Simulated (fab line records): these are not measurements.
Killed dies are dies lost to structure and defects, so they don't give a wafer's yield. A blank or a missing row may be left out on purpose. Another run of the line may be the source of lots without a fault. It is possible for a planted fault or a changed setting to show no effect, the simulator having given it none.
Chamber matching    flow gf180mcu    GF_V5_ETCH_16 on rie diel-02: 4 sister chambers
The step etches BARC in N2/H2. 4 wafers are shown with their chamber, then 11 later ones without.

## EACH WAFER AND ITS CHAMBER
wafer   chamber  drypump motor current A (A)
L090.1  0        6.2
L090.2  3        5.5
L090.3  2        6.1
L090.4  1        5.6

## WAFERS MISSING THEIR CHAMBER
wafer   drypump motor current A (A)
L090.5  5.5
L090.6  6.1
L093.1  5.6
L093.3  6.1
L093.5  5.5
L094.2  5.4
L094.4  6.1
L094.5  6.1
L095.2  5.6
L095.3  6.1
L095.5  5.4

## WHICH CHAMBER EACH WENT THROUGH
wafer    from the rows above   in truth
L090.5   3                     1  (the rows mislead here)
L090.6   2                     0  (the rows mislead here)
L093.1   1                     1
L093.3   2                     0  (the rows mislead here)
L093.5   3                     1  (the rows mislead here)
L094.2   3                     3
L094.4   2                     2
L094.5   2                     2
L095.2   1                     1
L095.3   2                     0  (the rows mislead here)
L095.5   3                     3
Correct placement for 6 of the 11. Can't be placed from these rows: 0. Number placed wrongly: 5.
How it was worked out, from the rows above alone: a wafer's distance from a chamber is the root of the sum, over the readings, of the square of ((its reading less the chamber's mean) divided by the reading's scatter). The wafer belongs to the nearest chamber; if the next one is less than 2 further off, it can't be placed. The mean given for a chamber averages the wafers shown for that chamber. The scatter: root of mean squared gap, hidden wafer to nearest shown wafer, with one shown wafer a chamber.
